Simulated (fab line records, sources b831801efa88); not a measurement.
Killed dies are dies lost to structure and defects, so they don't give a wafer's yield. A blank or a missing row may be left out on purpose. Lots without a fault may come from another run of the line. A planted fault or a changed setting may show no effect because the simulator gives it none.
fab line records | flow gf180mcu | part 1 of 2: steps 1 to 26 of 35
record lots=5 wafers=15 last_day=33
route steps=602 shown VT_IMPLANT@131 MVSD@136 NWELL@137 LVPWELL@138 MVPSD@139 DUAL_GATE@141 POLY_GATE@157
lots that met no fault: from a run of the same line without faults
start_h: hours from the record's first day to the start of the lot's first wafer shown | wait_h: hours since the lot's step before | " the same as in the row above | L1.1+2: a row that stands for several wafers | - no value, or no start given | * or withheld: withheld | < > ~ a bound
route shown NAME@n: a module of which the file shows steps, and the number in the route of the first | usual: mean/standard deviation of fault-free wafers | same: alike in all rows | chamber/n: place in a boat | sites: the reading at each site | _std_site: their standard deviation | _edge_site: outer sites' mean less inner sites' | radius_mm: how far each site lies from the wafer's centre | mask NAME#n: copy n | behind: the tool/chamber that last shaped the wafer | hold: why the lot was held/for how many hours/how that ended | device: the transistor (n, p or np) that didn't switch | end of line: the same wafers' tests at the end of the route | a step without rows: its recipe alone | killed: dies lost to structure and defects at the first sort, not the wafer's yield | map: a wafer's dies, x killed, . not, _ none there
set.NAME: the setting as run; set.NAME@STEP: as run at that earlier step | model.NAME: the simulator's own value behind a step, which no gauge read
lots at some steps of the route; a table a step, a row a wafer
services: from which hour (start_h, from the record's first day; less than 0 if before it) a tool's chamber was out of use, for how many hours, and why
## steps
# step GF_VT_IMPLANT_IMPLANT_41
# recipe species=As energy_kev=70 dose_cm2=1.013e+12 tilt_deg=7
# usual beam_energy_keV=69.997/0.02 dose_ions_cm2=1.0129e+12/1.1e+09
# columns lot.wafer tool chamber start_h wait_h beam_energy_keV dose_ions_cm2
L077.1 implanter-02 0 180.55 0.0 69.980 1.0131e+12
L077.2 " 0 " " 70.017 1.0141e+12
L077.4 " 0 " " 70.020 1.0126e+12
L082.2 implanter-01 0 210.35 0.0 69.965 1.0129e+12
L082.3 " 0 " " 69.991 1.0131e+12
L082.5 " 0 " " 70.018 1.0125e+12
L085.2 implanter-02 0 229.78 0.0 69.994 1.0128e+12
L085.4 " 0 " " 70.031 1.0119e+12
L085.5 " 0 " " 69.959 1.0145e+12
L092.2 implanter-02 0 279.53 0.0 70.016 1.0105e+12
L092.3 " 0 " " 69.987 1.0102e+12
L092.4 " 0 " " 70.007 1.0123e+12
L093.1 implanter-02 0 290.15 0.0 69.960 1.0136e+12
L093.2 " 0 " " 70.000 1.0125e+12
L093.4 " 0 " " 69.985 1.013e+12
# step GF_VT_IMPLANT_STRIP_42
# recipe chemistry=O2/N2 power_w=1400 pressure_mtorr=1500 platen_temp_c=250 o2_flow_sccm=3000 n2_flow_sccm=300 overash_fraction=0.5
# usual drypump_motor_current_A=5.8/0.46 heater_power_w=335/28 oes_product_au=0.716/0.0048 strip_time_to_endpoint_s=12.65/0.036
# columns lot.wafer tool chamber start_h wait_h drypump_motor_current_A heater_power_w oes_product_au rf_hours_counter_h strip_time_to_endpoint_s
L077.1 plasma_asher-03 0 180.70 0.1 5.6 314 0.711 52 12.64
L077.2 " 1 " " 6.5 303 0.716 52 12.63
L077.4 " 0 " " 5.6 311 0.707 - 12.66
L082.2 plasma_asher-01 0 210.47 0.1 5.2 334 0.715 45 12.61
L082.3 " 0 " " 5.1 335 0.725 - 12.66
L082.5 " 0 " " 5.2 347 0.714 - 12.62
L085.2 plasma_asher-04 1 229.91 0.1 5.5 376 0.711 61 12.65
L085.4 " 1 " " 5.5 372 0.710 - 12.69
L085.5 " 0 " " 5.4 359 0.710 - 12.63
L092.2 plasma_asher-03 1 279.65 0.1 6.4 304 0.717 61 12.58
L092.3 " 0 " " 5.7 318 0.722 - 12.63
L092.4 " 1 " " 6.4 311 0.715 - 12.64
L093.1 plasma_asher-04 1 290.30 0.1 5.5 370 0.712 67 12.65
L093.2 " 0 " " 5.5 364 0.704 67 12.65
L093.4 " 0 " " 5.5 359 0.707 - 12.65
# step GF_VT_IMPLANT_TW_MEAS_43
# usual VT_IMPLANT_4_TW=689/5.4
# columns lot.wafer tool chamber start_h wait_h VT_IMPLANT_4_TW
L077.1 film_metro-04 - 180.80 0.1 687
L077.2 " - " " 687
L077.4 " - " " 685
L082.2 film_metro-04 - 210.58 0.1 685
L082.3 " - " " 691
L082.5 " - " " 690
L085.2 film_metro-04 - 230.02 0.1 686
L085.4 " - " " 681
L085.5 " - " " 689
L092.2 film_metro-01 - 279.76 0.1 690
L092.3 " - " " 693
L092.4 " - " " 692
L093.1 film_metro-01 - 290.40 0.1 702
L093.2 " - " " 699
L093.4 " - " " 696
# step GF_VT_IMPLANT_CLEAN_44
# recipe chemistry=SC1/SC2 mix=1:4:20 temp_c=70 time_s=150 dry=n2_spin
# same time_s=150
# columns lot.wafer tool chamber start_h wait_h
L077.1+2+4 wet_bench-02 1 180.86 0.1
L082.2+3+5 wet_bench-02 0 210.63 0.0
L085.2+4+5 wet_bench-03 3 230.07 0.0
L092.2+3+4 wet_bench-02 2 279.81 0.0
L093.1+2+4 wet_bench-01 0 290.46 0.1
# step GF_VT_IMPLANT_RTA_45
# recipe temp_c=1050 time_s=30 ambient=N2
# usual lamp_power_pct=32.6/1.5 wafer_temp_C_max=1056.0/1.4
# same time_s=30
# columns lot.wafer tool chamber start_h wait_h lamp_power_pct wafer_temp_C_max
L077.1 rtp_anneal-02 0 180.92 0.0 34.0 1055.0
L077.2 " 0 " " 34.0 1055.6
L077.4 " 0 " " 33.9 1055.9
L082.2 rtp_anneal-01 0 210.70 0.0 30.9 1055.6
L082.3 " 0 " " 31.0 1056.8
L082.5 " 0 " " 31.0 1054.5
L085.2 rtp_anneal-02 0 230.14 0.0 33.9 1055.2
L085.4 " 0 " " 34.0 1055.2
L085.5 " 0 " " 34.0 1054.4
L092.2 rtp_anneal-01 0 279.88 0.0 31.0 1055.0
L092.3 " 0 " " 31.0 1056.6
L092.4 " 0 " " 30.9 1056.1
L093.1 rtp_anneal-02 0 290.51 0.0 34.0 1055.0
L093.2 " 0 " " 34.0 1056.1
L093.4 " 0 " " 33.9 1055.6
# step GF_VT_IMPLANT_RS_MEAS_46
# recipe thk_meas_gauge=four-point-probe
# usual MVSD_RS=457.7/1.3
# columns lot.wafer tool chamber start_h wait_h MVSD_RS[ohm/sq]
L077.1 film_metro-03 - 181.02 0.1 458.1
L077.2 " - " " 458.9
L077.4 " - " " 457.8
L082.2 film_metro-04 - 210.80 0.1 456.4
L082.3 " - " " 458.3
L082.5 " - " " 457.4
L085.2 film_metro-04 - 230.24 0.1 456.5
L085.4 " - " " 457.2
L085.5 " - " " 458.2
L092.2 film_metro-01 - 279.98 0.1 455.5
L092.3 " - " " 454.7
L092.4 " - " " 456.2
L093.1 film_metro-04 - 290.61 0.1 456.6
L093.2 " - " " 457.8
L093.4 " - " " 457.4
# step GF_VT_IMPLANT_RS_MEAS_47
# recipe thk_meas_gauge=four-point-probe
# usual NWELL_RS=487.4/1.2
# columns lot.wafer tool chamber start_h wait_h NWELL_RS[ohm/sq]
L077.1 film_metro-03 - 181.14 0.1 489.2
L077.2 " - " " 488.0
L077.4 " - " " 488.4
L082.2 film_metro-04 - 210.92 0.1 487.6
L082.3 " - " " 489.3
L082.5 " - " " 486.8
L085.2 film_metro-04 - 230.36 0.1 488.8
L085.4 " - " " 487.4
L085.5 " - " " 489.5
L092.2 film_metro-01 - 280.10 0.1 486.2
L092.3 " - " " 485.6
L092.4 " - " " 487.1
L093.1 film_metro-04 - 290.73 0.1 485.8
L093.2 " - " " 485.7
L093.4 " - " " 485.7
# step GF_VT_IMPLANT_RS_MEAS_48
# recipe thk_meas_gauge=four-point-probe
# usual LVPWELL_RS=1196.8/2.7
# columns lot.wafer tool chamber start_h wait_h LVPWELL_RS[ohm/sq]
L077.1 film_metro-03 - 181.26 0.1 1193.3
L077.2 " - " " 1194.4
L077.4 " - " " 1194.6
L082.2 film_metro-04 - 211.04 0.1 1199.3
L082.3 " - " " 1197.9
L082.5 " - " " 1199.6
L085.2 film_metro-04 - 230.48 0.1 1194.9
L085.4 " - " " 1195.9
L085.5 " - " " 1196.8
L092.2 film_metro-01 - 280.22 0.1 1201.0
L092.3 " - " " 1201.2
L092.4 " - " " 1198.4
L093.1 film_metro-04 - 290.85 0.1 1193.3
L093.2 " - " " 1195.6
L093.4 " - " " 1196.0
# step GF_VT_IMPLANT_RS_MEAS_49
# recipe thk_meas_gauge=four-point-probe
# usual MVPSD_RS=1169/3.3
# columns lot.wafer tool chamber start_h wait_h MVPSD_RS[ohm/sq]
L077.1 film_metro-03 - 181.38 0.1 1171
L077.2 " - " " 1170
L077.4 " - " " 1169
L082.2 film_metro-04 - 211.16 0.1 1169
L082.3 " - " " 1168
L082.5 " - " " 1170
L085.2 film_metro-04 - 230.60 0.1 1171
L085.4 " - " " 1169
L085.5 " - " " 1173
L092.2 film_metro-01 - 280.34 0.1 1172
L092.3 " - " " 1175
L092.4 " - " " 1171
L093.1 film_metro-04 - 290.97 0.1 1169
L093.2 " - " " 1169
L093.4 " - " " 1169
# step GF_VT_IMPLANT_WET_ETCH_50
# recipe chemistry=dHF target_depth_nm=20 target=SiO2 temp_c=25 dilution=100:1 time_s=400
# same time_s=400
# columns lot.wafer tool chamber start_h wait_h
L077.1+2+4 wet_bench-01 2 181.50 0.1
L082.2+3+5 wet_bench-03 3 211.26 0.1
L085.2+4+5 wet_bench-03 2 230.70 0.1
L092.2+3+4 wet_bench-02 2 280.44 0.1
L093.1+2+4 wet_bench-01 1 291.09 0.1
# step GF_DUAL_GATE_CLEAN_00
# recipe chemistry=SC1/SC2 mix=1:4:20 temp_c=70 time_s=150
# same time_s=150
# columns lot.wafer tool chamber start_h wait_h
L077.1+2+4 wet_bench-02 2 181.63 0.0
L082.2+3+5 wet_bench-02 2 211.38 0.0
L085.2+4+5 wet_bench-02 1 230.83 0.0
L092.2+3+4 wet_bench-01 3 280.56 0.0
L093.1+2+4 wet_bench-03 1 291.21 0.0
# step GF_DUAL_GATE_CLEAN_01
# recipe chemistry=dHF time_s=20 dilution=100:1 dry=ipa_marangoni
# same time_s=20
# columns lot.wafer tool chamber start_h wait_h
L077.1+2+4 wet_bench-01 3 181.68 0.0
L082.2+3+5 wet_bench-03 1 211.43 0.0
L085.2+4+5 wet_bench-03 2 230.89 0.0
L092.2+3+4 wet_bench-02 3 280.62 0.0
L093.1+2+4 wet_bench-03 1 291.31 0.0
# step GF_DUAL_GATE_OXIDATION_02
# recipe temp_c=900 ambient=O2 stabilise_s=600 purge_s=300 target_thk_a=108.87 ox_time_s=1602
# usual spike_tc_bottom_C=916.2/2.9 spike_tc_upper_C=898.7/1.1
# columns lot.wafer tool chamber start_h wait_h spike_tc_bottom_C spike_tc_upper_C
L077.1 furnace-01 0 182.63 0.9 912.7 896.9
L077.2 " 0 " " 913.4 898.5
L077.4 " 0 " " 914.3 898.5
L082.2 furnace-02 0 211.44 0.0 919.8 899.2
L082.3 " 0 " " 920.7 896.8
L082.5 " 0 " " 918.8 898.6
L085.2 furnace-01 0 231.69 0.8 913.7 899.2
L085.4 " 0 " " 914.7 897.8
L085.5 " 0 " " 914.2 900.1
L092.2 furnace-02 0 280.63 0.0 920.4 898.2
L092.3 " 0 " " 919.1 902.2
L092.4 " 0 " " 917.9 899.6
L093.1 furnace-01 0 291.45 0.1 914.7 898.1
L093.2 " 0 " " 913.3 900.0
L093.4 " 0 " " 913.4 900.6
# step GF_DUAL_GATE_THK_MEAS_03
# recipe reads=SiO2_of_DUAL_GATE_OXIDATION_02
# usual DUAL_GATE_OXIDATION_00_THK=10.81/0.26
# columns lot.wafer tool chamber start_h wait_h DUAL_GATE_OXIDATION_00_THK[nm]
L077.1 film_metro-03 - 184.08 0.0 10.74
L077.2 " - " " 10.65
L077.4 " - " " 10.71
L082.2 film_metro-03 - 212.90 0.0 10.42
L082.3 " - " " 10.61
L082.5 " - " " 10.37
L085.2 film_metro-04 - 233.14 0.0 11.13
L085.4 " - " " 11.26
L085.5 " - " " 11.11
L092.2 film_metro-02 - 282.09 0.0 10.76
L092.3 " - " " 11.03
L092.4 " - " " 10.85
L093.1 film_metro-03 - 292.89 0.0 11.03
L093.2 " - " " 11.00
L093.4 " - " " 11.02
# step GF_DUAL_GATE_DEHYDRATE_04
# recipe temp_c=200 time_s=60
# usual chill_plate_temp_C=23.02/0.11
# same time_s=60
# columns lot.wafer tool chamber start_h wait_h chill_plate_temp_C
L077.1 litho_track-02 0 192.17 8.1 23.09
L077.2 " 0 " " 22.98
L077.4 " 0 " " 23.18
L082.2 litho_track-03 0 220.99 8.1 23.10
L082.3 " 0 " " 23.03
L082.5 " 0 " " 23.05
L085.2 litho_track-02 0 241.19 8.0 23.13
L085.4 " 0 " " 23.19
L085.5 " 0 " " 23.20
L092.2 litho_track-04 0 291.89 9.8 23.08
L092.3 " 0 " " 23.02
L092.4 " 0 " " 23.16
L093.1 litho_track-03 0 301.97 9.1 22.99
L093.2 " 0 " " 22.99
L093.4 " 0 " " 23.08
# step GF_DUAL_GATE_HMDS_05
# recipe prime_time_s=60 prime_temp_c=120
# usual chill_plate_temp_C=23.02/0.11
# columns lot.wafer tool chamber start_h wait_h chill_plate_temp_C
L077.1 litho_track-02 0 192.32 0.1 23.00
L077.2 " 0 " " 23.01
L077.4 " 0 " " 22.94
L082.2 litho_track-03 0 221.14 0.1 22.90
L082.3 " 0 " " 22.94
L082.5 " 0 " " 22.92
L085.2 litho_track-02 0 241.34 0.1 22.75
L085.4 " 0 " " 22.97
L085.5 " 0 " " 22.91
L092.2 litho_track-04 0 292.04 0.1 23.08
L092.3 " 0 " " 23.01
L092.4 " 0 " " 23.16
L093.1 litho_track-03 0 302.12 0.1 23.03
L093.2 " 0 " " 23.00
L093.4 " 0 " " 23.05
# step GF_DUAL_GATE_COAT_06
# recipe resist=NOVOLAK spin_rpm=3036 resist_thk_nm=1000
# usual chill_plate_temp_C=23.00/0.11
# columns lot.wafer tool chamber start_h wait_h chill_plate_temp_C
L077.1 litho_track-02 0 192.47 0.1 22.96
L077.2 " 0 " " 22.97
L077.4 " 0 " " 22.99
L082.2 litho_track-03 0 221.29 0.1 23.05
L082.3 " 0 " " 22.95
L082.5 " 0 " " 23.22
L085.2 litho_track-02 0 241.49 0.1 23.09
L085.4 " 0 " " 23.16
L085.5 " 0 " " 23.02
L092.2 litho_track-04 0 292.19 0.1 22.94
L092.3 " 0 " " 22.89
L092.4 " 0 " " 23.06
L093.1 litho_track-03 0 302.27 0.1 22.89
L093.2 " 0 " " 22.93
L093.4 " 0 " " 22.75
# step GF_DUAL_GATE_SOFTBAKE_07
# recipe temp_c=90 time_s=60 resist=NOVOLAK
# usual chill_plate_temp_C=23.01/0.11
# same time_s=60
# columns lot.wafer tool chamber start_h wait_h chill_plate_temp_C
L077.1 litho_track-02 0 192.62 0.1 23.02
L077.2 " 0 " " 23.13
L077.4 " 0 " " 23.00
L082.2 litho_track-03 0 221.44 0.1 23.00
L082.3 " 0 " " 22.97
L082.5 " 0 " " 22.73
L085.2 litho_track-02 0 241.64 0.1 23.11
L085.4 " 0 " " 22.97
L085.5 " 0 " " 22.96
L092.2 litho_track-04 0 292.34 0.1 23.04
L092.3 " 0 " " 23.13
L092.4 " 0 " " 23.20
L093.1 litho_track-03 0 302.42 0.1 22.88
L093.2 " 0 " " 23.12
L093.4 " 0 " " 22.77
# step GF_DUAL_GATE_EXPOSE_08
# recipe mask_id=Dualgate target_cd_nm=700 na=0.6 source_shape=conventional sigma_outer=0.6 dose_mj=140
# usual exposure_dose_mJ_cm2=140.01/0.13 stage_vel_mm_s=500.02/0.21
# columns lot.wafer tool chamber start_h wait_h mask exposure_dose_mJ_cm2 stage_vel_mm_s
L077.1 iline_stepper-01 0 - - Dualgate#0 140.03 499.89
L077.2 " 0 " " Dualgate#0 140.00 500.06
L077.4 " 0 " " Dualgate#0 139.96 500.14
L082.2 iline_stepper-01 0 - - Dualgate#0 140.00 500.42
L082.3 " 0 " " Dualgate#0 140.07 500.01
L082.5 " 0 " " Dualgate#0 140.07 500.14
L085.2 iline_stepper-01 0 - - Dualgate#0 140.04 499.75
L085.4 " 0 " " Dualgate#0 139.91 500.24
L085.5 " 0 " " Dualgate#0 140.00 499.59
L092.2 iline_stepper-02 0 - - Dualgate#0 140.12 499.93
L092.3 " 0 " " Dualgate#0 139.99 499.74
L092.4 " 0 " " Dualgate#0 140.08 500.21
L093.1 iline_stepper-01 0 - - Dualgate#0 140.06 500.03
L093.2 " 0 " " Dualgate#0 140.07 500.06
L093.4 " 0 " " Dualgate#0 140.14 499.95
# step GF_DUAL_GATE_PEB_09
# recipe temp_c=withheld time_s=* resist=NOVOLAK
# usual chill_plate_temp_C=*
# same time_s=*
# columns lot.wafer tool chamber start_h wait_h chill_plate_temp_C
L077.1 litho_track-02 0 - - *
L077.2 " 0 " " *
L077.4 " 0 " " *
L082.2 litho_track-04 0 - - *
L082.3 " 0 " " *
L082.5 " 0 " " *
L085.2 litho_track-02 0 - - *
L085.4 " 0 " " *
L085.5 " 0 " " *
L092.2 litho_track-02 0 - - *
L092.3 " 0 " " *
L092.4 " 0 " " *
L093.1 litho_track-02 0 - - *
L093.2 " 0 " " *
L093.4 " 0 " " *
# step GF_DUAL_GATE_DEVELOP_10
# recipe develop_time_s=60 dev_temp_c=23
# usual chill_plate_temp_C=22.99/0.11
# columns lot.wafer tool chamber start_h wait_h chill_plate_temp_C
L077.1 litho_track-02 0 201.02 0.1 22.96
L077.2 " 0 " " 23.03
L077.4 " 0 " " 22.72
L082.2 litho_track-04 0 230.09 0.1 23.19
L082.3 " 0 " " 23.30
L082.5 " 0 " " 23.15
L085.2 litho_track-02 0 251.09 0.1 23.09
L085.4 " 0 " " 22.99
L085.5 " 0 " " 22.84
L092.2 litho_track-02 0 301.54 0.1 23.03
L092.3 " 0 " " 23.12
L092.4 " 0 " " 22.87
L093.1 litho_track-02 0 312.87 0.1 22.99
L093.2 " 0 " " 23.02
L093.4 " 0 " " 22.99
# step GF_DUAL_GATE_OVL_MEAS_11
# usual DUAL_GATE_OVL=-0.4/1.5
# columns lot.wafer tool chamber start_h wait_h DUAL_GATE_OVL[nm]
L077.1 overlay-01 - 201.17 0.1 -0.8
L077.2 " - " " -3.6
L077.4 " - " " -1.9
L082.2 overlay-02 - 230.22 0.1 0.4
L082.3 " - " " -0.2
L082.5 " - " " -0.5
L085.2 overlay-02 - 251.23 0.1 -2.9
L085.4 " - " " -2.6
L085.5 " - " " -2.2
L092.2 overlay-02 - 301.67 0.1 -1.2
L092.3 " - " " -1.4
L092.4 " - " " -0.6
L093.1 overlay-02 - 313.02 0.1 -0.4
L093.2 " - " " -1.0
L093.4 " - " " 0.7
# step GF_DUAL_GATE_WET_ETCH_12
# recipe chemistry=dHF target_depth_nm=13 dry=n2_spin target=SiO2 temp_c=25 dilution=100:1 time_s=260
# same time_s=260
# columns lot.wafer tool chamber start_h wait_h
L077.1+2+4 wet_bench-02 2 201.21 0.0
L082.2+3+5 wet_bench-01 1 230.25 0.0
L085.2+4+5 wet_bench-03 1 251.26 0.0
L092.2+3+4 wet_bench-03 0 301.70 0.0
L093.1+2+4 wet_bench-03 3 313.05 0.0
# step GF_DUAL_GATE_STRIP_13
# recipe chemistry=O2/N2 power_w=1400 pressure_mtorr=1500 platen_temp_c=250 o2_flow_sccm=3000 n2_flow_sccm=300 overash_fraction=0.5
# usual drypump_motor_current_A=5.86/0.3 heater_power_w=361/36 oes_product_au=0.716/0.0046 strip_time_to_endpoint_s=12.55/0.041
# columns lot.wafer tool chamber start_h wait_h drypump_motor_current_A heater_power_w oes_product_au rf_hours_counter_h strip_time_to_endpoint_s
L077.1 plasma_asher-04 1 201.29 0.0 5.55 372 0.713 58 12.64
L077.2 " 0 " " 5.45 368 0.708 58 12.61
L077.4 " 1 " " 5.56 372 0.711 - 12.60
L082.2 plasma_asher-02 0 230.33 0.0 5.74 393 0.718 9 12.55
L082.3 " 0 " " 5.79 388 0.718 - 12.55
L082.5 " 0 " " 5.77 389 0.720 - 12.53
L085.2 plasma_asher-04 0 251.34 0.0 5.44 360 0.714 63 12.59
L085.4 " 1 " " 5.57 369 0.711 - 12.55
L085.5 " 1 " " 5.51 373 0.719 - 12.50
L092.2 plasma_asher-02 0 301.87 0.0 5.77 396 0.717 17 12.49
L092.3 " 0 " " 5.76 394 0.726 - 12.50
L092.4 " 1 " " 5.94 388 0.717 - 12.50
L093.1 plasma_asher-02 1 313.14 0.0 5.96 384 0.715 18 12.58
L093.2 " 0 " " 5.77 388 0.722 18 12.56
L093.4 " 0 " " 5.73 395 0.712 - 12.59
# step GF_DUAL_GATE_CLEAN_14
# recipe chemistry=SC1/SC2 mix=1:4:20 temp_c=70 time_s=150 dry=n2_spin
# same time_s=150
# columns lot.wafer tool chamber start_h wait_h
L077.1+2+4 wet_bench-01 3 201.39 0.1
L082.2+3+5 wet_bench-03 3 230.43 0.1
L085.2+4+5 wet_bench-02 3 251.44 0.1
L092.2+3+4 wet_bench-01 2 301.97 0.1
L093.1+2+4 wet_bench-03 3 313.23 0.1
# step GF_DUAL_GATE_OXIDATION_15
# recipe temp_c=850 ambient=O2 stabilise_s=600 purge_s=300 target_thk_a=70.98 ox_time_s=1995
# usual spike_tc_bottom_C=867.2/2.8 spike_tc_upper_C=848.6/1
# columns lot.wafer tool chamber start_h wait_h spike_tc_bottom_C spike_tc_upper_C
L077.1 furnace-01 0 202.22 0.8 864.9 848.4
L077.2 " 0 " " 863.2 848.5
L077.4 " 0 " " 863.4 846.8
L082.2 furnace-02 0 231.51 1.0 869.6 849.5
L082.3 " 0 " " 869.5 849.3
L082.5 " 0 " " 868.1 847.7
L085.2 furnace-02 0 251.69 0.2 868.4 849.2
L085.4 " 0 " " 869.6 851.1
L085.5 " 0 " " 870.8 847.7
L092.2 furnace-02 0 302.64 0.6 872.0 848.6
L092.3 " 0 " " 867.0 849.8
L092.4 " 0 " " 869.2 848.2
L093.1 furnace-02 0 313.28 0.0 870.4 847.5
L093.2 " 0 " " 869.7 847.8
L093.4 " 0 " " 867.2 846.8
